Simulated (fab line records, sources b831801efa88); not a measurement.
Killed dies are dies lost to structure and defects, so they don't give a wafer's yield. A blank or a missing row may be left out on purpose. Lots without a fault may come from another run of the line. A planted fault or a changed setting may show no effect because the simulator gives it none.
fab line records | flow gf180mcu | part 2 of 2: steps 27 to 35 of 35
record lots=5 wafers=15 last_day=34
route steps=602 shown V2@399 M3@409 V3@429
lots that met no fault: from a run of the same line without faults
start_h: hours from the record's first day to the start of the lot's first wafer shown | wait_h: hours since the lot's step before | " the same as in the row above | L1.1+2: a row that stands for several wafers | - no value, or no start given | * or withheld: withheld | < > ~ a bound
route shown NAME@n: a module of which the file shows steps, and the number in the route of the first | usual: mean/standard deviation of fault-free wafers | same: alike in all rows | chamber/n: place in a boat | sites: the reading at each site | _std_site: their standard deviation | _edge_site: outer sites' mean less inner sites' | radius_mm: how far each site lies from the wafer's centre | mask NAME#n: copy n | behind: the tool/chamber that last shaped the wafer | hold: why the lot was held/for how many hours/how that ended | device: the transistor (n, p or np) that didn't switch | end of line: the same wafers' tests at the end of the route | a step without rows: its recipe alone | killed: dies lost to structure and defects at the first sort, not the wafer's yield | map: a wafer's dies, x killed, . not, _ none there
set.NAME: the setting as run; set.NAME@STEP: as run at that earlier step | model.NAME: the simulator's own value behind a step, which no gauge read
lots at some steps of the route; a table a step, a row a wafer
services: from which hour (start_h, from the record's first day; less than 0 if before it) a tool's chamber was out of use, for how many hours, and why
## steps
# step GF_M3_METAL_ETCH_16
# recipe chemistry=Cl2/BCl3 mask_material=KrF target_depth_nm=750.8 stop_on=SiO2 pressure_mtorr=8 icp_w=800 bias_w=140 Cl2_flow_sccm=80 bcl3_flow_sccm=40 time_s=125.1
# usual bias_w=140.0/0.44 drypump_motor_current_A=5.9/0.41 oes_product_au=0.990/0.0058 throttle_valve_pct=28.231/0.0098
# same time_s=125.1
# columns lot.wafer tool chamber start_h wait_h bias_w drypump_motor_current_A oes_product_au rf_hours_counter_h throttle_valve_pct
L075.1 rie_metal-01 0 506.30 0.0 139.5 6.0 0.984 11 28.229
L075.5 " 1 " " 139.4 6.5 0.988 - 28.236
L075.6 " 0 " " 140.0 6.0 0.991 - 28.240
L079.1 rie_metal-01 0 536.71 0.0 140.3 6.0 0.986 12 28.246
L079.3 " 1 " " 139.5 6.5 0.989 - 28.231
L079.5 " 0 " " 140.1 6.0 0.988 - 28.237
L086.2 rie_metal-02 0 591.51 0.0 140.4 6.3 1.002 12 28.232
L086.5 " 0 " " 140.2 6.3 0.992 - 28.234
L086.6 " 1 " " 139.9 5.3 0.996 - 28.243
L089.1 rie_metal-01 1 619.96 0.0 140.0 6.5 0.990 1 28.226
L089.5 " 0 " " 140.2 6.0 0.978 - 28.223
L089.6 " 1 " " 140.1 6.5 0.996 - 28.213
L096.2 rie_metal-01 0 672.88 0.0 140.7 6.0 0.987 0 28.240
L096.3 " 1 " " 140.5 6.4 0.994 - 28.234
L096.5 " 1 " " 140.6 6.5 0.997 - 28.231
# step GF_M3_STRIP_17
# recipe chemistry=O2/N2 power_w=1400 pressure_mtorr=1500 platen_temp_c=250 o2_flow_sccm=3000 n2_flow_sccm=300 overash_fraction=0.5
# usual drypump_motor_current_A=5.58/0.23 heater_power_w=322/32 oes_product_au=0.538/0.0046 strip_time_to_endpoint_s=7.40/0.051
# columns lot.wafer tool chamber start_h wait_h drypump_motor_current_A heater_power_w oes_product_au rf_hours_counter_h strip_time_to_endpoint_s
L075.1 plasma_asher-02 0 506.43 0.1 5.71 314 0.548 75 7.40
L075.5 " 1 " " 5.46 385 0.526 - 7.42
L075.6 " 0 " " 5.70 319 0.538 - 7.44
L079.1 plasma_asher-03 0 536.84 0.1 5.77 318 0.545 42 7.44
L079.3 " 1 " " 5.57 339 0.533 - 7.37
L079.5 " 0 " " 5.74 324 0.540 - 7.47
L086.2 plasma_asher-03 1 591.64 0.1 5.58 336 0.535 48 7.36
L086.5 " 1 " " 5.55 340 0.530 - 7.33
L086.6 " 0 " " 5.76 323 0.542 - 7.42
L089.1 plasma_asher-04 1 620.09 0.1 5.83 277 0.534 103 7.36
L089.5 " 1 " " 5.81 280 0.534 - 7.44
L089.6 " 0 " " 5.24 321 0.539 - 7.37
L096.2 plasma_asher-04 0 673.01 0.1 5.23 316 0.539 110 7.44
L096.3 " 1 " " 5.81 279 0.534 - 7.34
L096.5 " 1 " " 5.81 277 0.534 - 7.36
# step GF_M3_STRIP_18
# recipe chemistry=post_etch_residue_remover time_s=1200 temp_c=72.5
# usual temp_c=72.49/0.11
# same time_s=1200
# columns lot.wafer tool chamber start_h wait_h temp_c
L075.1 wet_bench-02 0 506.53 0.1 72.49
L075.5 " 0 " " 72.41
L075.6 " 0 " " 72.41
L079.1 wet_bench-03 1 536.94 0.1 72.43
L079.3 " 1 " " 72.44
L079.5 " 1 " " 72.53
L086.2 wet_bench-03 1 591.74 0.1 72.58
L086.5 " 1 " " 72.53
L086.6 " 1 " " 72.65
L089.1 wet_bench-03 1 620.19 0.1 72.47
L089.5 " 1 " " 72.39
L089.6 " 1 " " 72.55
L096.2 wet_bench-03 1 673.11 0.1 72.49
L096.3 " 1 " " 72.58
L096.5 " 1 " " 72.55
# step GF_M3_CLEAN_19
# recipe chemistry=DIW dry=n2_spin
# columns lot.wafer tool chamber start_h wait_h
L075.1+5+6 wet_bench-02 0 506.90 0.0
L079.1+3+5 wet_bench-04 0 537.28 0.0
L086.2+5+6 wet_bench-02 3 592.11 0.0
L089.1+5+6 wet_bench-02 0 620.53 0.0
L096.2+3+5 wet_bench-04 0 673.45 0.0
# step GF_V3_CVD_00
# recipe material=SiO2 target_thk_nm=600 sigma_open_frac=0.3 temp_c=400 time_s=100 sih4_flow_sccm=60 pressure_mtorr=6
# usual pressure_mtorr=6.002/0.012
# same time_s=100
# columns lot.wafer tool chamber start_h wait_h pressure_mtorr
L075.1 hdpcvd-02 1 507.00 0.0 6.023
L075.5 " 2 " " 5.995
L075.6 " 0 " " 6.004
L079.1 hdpcvd-01 0 537.37 0.0 5.983
L079.3 " 2 " " 6.021
L079.5 " 0 " " 6.000
L086.2 hdpcvd-02 1 592.22 0.0 5.997
L086.5 " 2 " " 6.013
L086.6 " 1 " " 6.001
L089.1 hdpcvd-01 1 620.62 0.0 6.007
L089.5 " 2 " " 5.994
L089.6 " 1 " " 5.999
L096.2 hdpcvd-02 2 673.54 0.0 6.013
L096.3 " 0 " " 6.012
L096.5 " 1 " " 6.001
# step GF_V3_THK_MEAS_01
# recipe reads=SiO2_of_V3_CVD_00
# usual V3_CVD_00_THK=600/5.9
# columns lot.wafer tool chamber start_h wait_h V3_CVD_00_THK[nm]
L075.1 film_metro-01 - 507.08 0.0 601
L075.5 " - " " 604
L075.6 " - " " 610
L079.1 film_metro-02 - 537.44 0.0 588
L079.3 " - " " 593
L079.5 " - " " 591
L086.2 film_metro-02 - 592.30 0.0 590
L086.5 " - " " 600
L086.6 " - " " 592
L089.1 film_metro-02 - 620.69 0.0 609
L089.5 " - " " 603
L089.6 " - " " 602
L096.2 film_metro-01 - 673.63 0.0 600
L096.3 " - " " 597
L096.5 " - " " 593
# step GF_V3_CVD_02
# recipe material=SiO2 target_thk_nm=850 precursor=TEOS temp_c=400 time_s=94.851 rf_w=600
# usual heater_power_w=630/120
# same time_s=94.851
# columns lot.wafer tool chamber start_h wait_h heater_power_w
L075.1 pecvd-02 1 507.14 0.1 646
L075.5 " 0 " " 636
L075.6 " 1 " " 515
L079.1 pecvd-03 2 537.50 0.1 466
L079.3 " 0 " " 606
L079.5 " 2 " " 488
L086.2 pecvd-02 2 592.35 0.0 457
L086.5 " 2 " " 485
L086.6 " 0 " " 788
L089.1 pecvd-03 2 620.75 0.1 412
L089.5 " 1 " " 704
L089.6 " 0 " " 659
L096.2 pecvd-01 1 673.68 0.0 643
L096.3 " 2 " " 879
L096.5 " 2 " " 703
# step GF_V3_THK_MEAS_03
# recipe reads=SiO2_of_V3_CVD_02
# usual V3_CVD_02_THK=851/13
# columns lot.wafer tool chamber start_h wait_h V3_CVD_02_THK[nm]
L075.1 film_metro-03 - 507.21 0.0 844
L075.5 " - " " 856
L075.6 " - " " 854
L079.1 film_metro-01 - 537.57 0.0 846
L079.3 " - " " 850
L079.5 " - " " 849
L086.2 film_metro-03 - 592.43 0.0 837
L086.5 " - " " 858
L086.6 " - " " 837
L089.1 film_metro-03 - 620.82 0.0 841
L089.5 " - " " 844
L089.6 " - " " 852
L096.2 film_metro-01 - 673.75 0.0 857
L096.3 " - " " 855
L096.5 " - " " 870
# step GF_V3_CMP_04
# recipe material=SiO2 down_force_psi=4 platen_rpm=60 pad_velocity_m_s=0.94248
# usual edge_zone_pressure_frac=1.000/0.0047 motor_current_A=11.6/1.1 time_to_endpoint_s=81/6.6
# columns lot.wafer tool chamber start_h wait_h edge_zone_pressure_frac motor_current_A time_to_endpoint_s
L075.1 cmp-02 2 507.37 0.1 1.013 13.9 74
L075.6 " 0 " " 1.000 11.4 80
L075.5 " 1 " " 0.996 12.0 81
L079.3 cmp-01 1 537.68 0.1 0.997 11.6 83
L079.1 " 3 " " 0.995 9.7 76
L079.5 " 0 " " 0.996 11.0 83
L086.2 cmp-01 2 592.53 0.1 1.001 12.0 81
L086.6 " 1 " " 0.999 12.0 77
L086.5 " 2 " " 1.002 10.6 89
L089.1 cmp-02 2 621.03 0.2 0.991 14.4 72
L089.5 " 3 " " 0.999 11.4 76
L089.6 " 0 " " 0.998 11.5 78
L096.2 cmp-02 3 674.32 0.6 1.001 12.4 83
L096.3 " 0 " " 1.003 11.5 84
L096.5 " 3 " " 0.998 11.8 87
## services
# columns tool chamber start_h hours kind
cmp-01 - 460.01 7.6 pm
rie_metal-01 1 461.81 16.8 repair
krf_scanner-02 - 468.16 1.0 pm
cmp-01 - 472.18 5.2 repair
krf_scanner-02 - 490.16 1.3 pm
wet_bench-03 - 492.67 7.2 repair
cmp-01 - 504.32 4.2 repair
pvd_sputter-04 - 516.42 2.7 repair
rie_metal-01 - 519.82 2.8 pm
pvd_sputter-02 - 520.89 0.6 repair
krf_scanner-02 - 532.25 0.8 pm
krf_scanner-02 - 534.83 0.4 repair
pvd_sputter-03 - 539.47 9.2 repair
krf_scanner-02 - 560.82 1.9 repair
krf_scanner-02 - 562.70 0.8 pm
cmp-01 - 572.11 4.0 pm
pvd_sputter-02 - 577.15 8.9 repair
cmp-01 - 590.80 0.4 repair
cmp-01 - 606.97 16.2 pm
cvd_w-02 - 630.18 9.0 repair
krf_scanner-02 - 637.16 1.0 pm
plasma_asher-03 - 640.98 6.1 repair
rie_metal-01 - 663.27 0.8 repair
krf_scanner-02 - 666.06 1.3 pm
